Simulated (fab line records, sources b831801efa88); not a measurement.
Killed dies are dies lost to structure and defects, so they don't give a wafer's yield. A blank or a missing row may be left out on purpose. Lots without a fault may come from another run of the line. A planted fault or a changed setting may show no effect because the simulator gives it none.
Which tool did it? | flow sky130 | 10 lots, 30 wafers sampled, at 3 steps of a route of 708

WHAT THE GAUGES READ, wafer by wafer
SKY_POLY_GATE_THK_MEAS_01.
lot  | measured     | on            | POLY_GATE_CVD_00_THK (nm)
L829 | day 14 12:06 | film_metro-04 | 179.4 178.5 178.9
L830 | day 14 12:07 | film_metro-02 | 180.5 181.2 179.9
L834 | day 15 13:40 | film_metro-01 | 180.0 180.8 179.7
L835 | day 15 20:00 | film_metro-04 | 181.5 179.2 180.5
L836 | day 16 06:41 | film_metro-04 | 180.4 181.4 181.0
L838 | day 17 01:01 | film_metro-02 | 179.2 179.5 179.3
L841 | day 17 20:21 | film_metro-04 | 173.1 164.8 150.7
L850 | day 22 01:59 | film_metro-04 | 180.8 180.9 180.5
L852 | day 22 04:20 | film_metro-01 | 179.4 178.4 178.3
L851 | day 22 10:11 | film_metro-02 | 179.7 177.7 179.0

WHICH TOOL RAN EACH LOT (tool, then ch and the chambers of the sampled wafers, then the start)
lot  | SKY_VT_ADJUST_PCH_STRIP_09           | SKY_POLY_GATE_CVD_00
L829 | plasma_asher-02 ch 0,1, day 10 08:22 | lpcvd-01 ch 1, day 14 10:52
L830 | plasma_asher-01 ch 0,1, day 10 17:25 | lpcvd-01 ch 1, day 14 10:52
L834 | plasma_asher-02 ch 0,1, day 11 23:16 | lpcvd-01 ch 1, day 15 12:28
L835 | plasma_asher-04 ch 0,1, day 12 02:31 | lpcvd-01 ch 1, day 15 18:47
L836 | plasma_asher-02 ch 0,1, day 12 14:10 | lpcvd-01 ch 1, day 16 05:29
L838 | plasma_asher-04 ch 0,1, day 13 01:37 | lpcvd-01 ch 0, day 16 23:48
L841 | plasma_asher-02 ch 0,1, day 13 23:56 | lpcvd-01 ch 0, day 17 19:09
L850 | plasma_asher-04 ch 0,1, day 17 19:25 | lpcvd-01 ch 1, day 22 00:47
L852 | plasma_asher-01 ch 0,1, day 17 23:03 | lpcvd-01 ch 1, day 22 03:08
L851 | plasma_asher-02 ch 0,1, day 18 04:23 | lpcvd-01 ch 0, day 22 08:58
- SKY_VT_ADJUST_PCH_STRIP_09: strips in O2/N2.
- SKY_POLY_GATE_CVD_00: deposits poly-Si, target thk 180 nm, time 720 s.

THE ANSWER, worked out from the rows above alone
Rule: what is usual is taken from the lots themselves. Put in order of their means at a reading, lots are off if they are a third of the lots or fewer, leave a main group of 4 or more, and stand apart from it by a gap of 3 or more times the standard deviation of the main group's means; of several such gaps the widest counts. A main group whose means are all the same, to the digits that the tables above print for the reading, isn't used. A lot without any number at a reading at which 4 lots or more have one is off too. The other lots that the step has rows for count as sound.
Off: L841, at SKY_POLY_GATE_THK_MEAS_01 (POLY_GATE_CVD_00_THK). The main group: mean 179.8 nm, standard deviation 0.84.
A tool fits if, at a process step before that reading, it ran every lot that is off, and no sound lot after the first of them. The gauges at SKY_POLY_GATE_THK_MEAS_01 are tried like those tools. None of those tried fits.

WHAT THE SIMULATOR HAD PUT IN
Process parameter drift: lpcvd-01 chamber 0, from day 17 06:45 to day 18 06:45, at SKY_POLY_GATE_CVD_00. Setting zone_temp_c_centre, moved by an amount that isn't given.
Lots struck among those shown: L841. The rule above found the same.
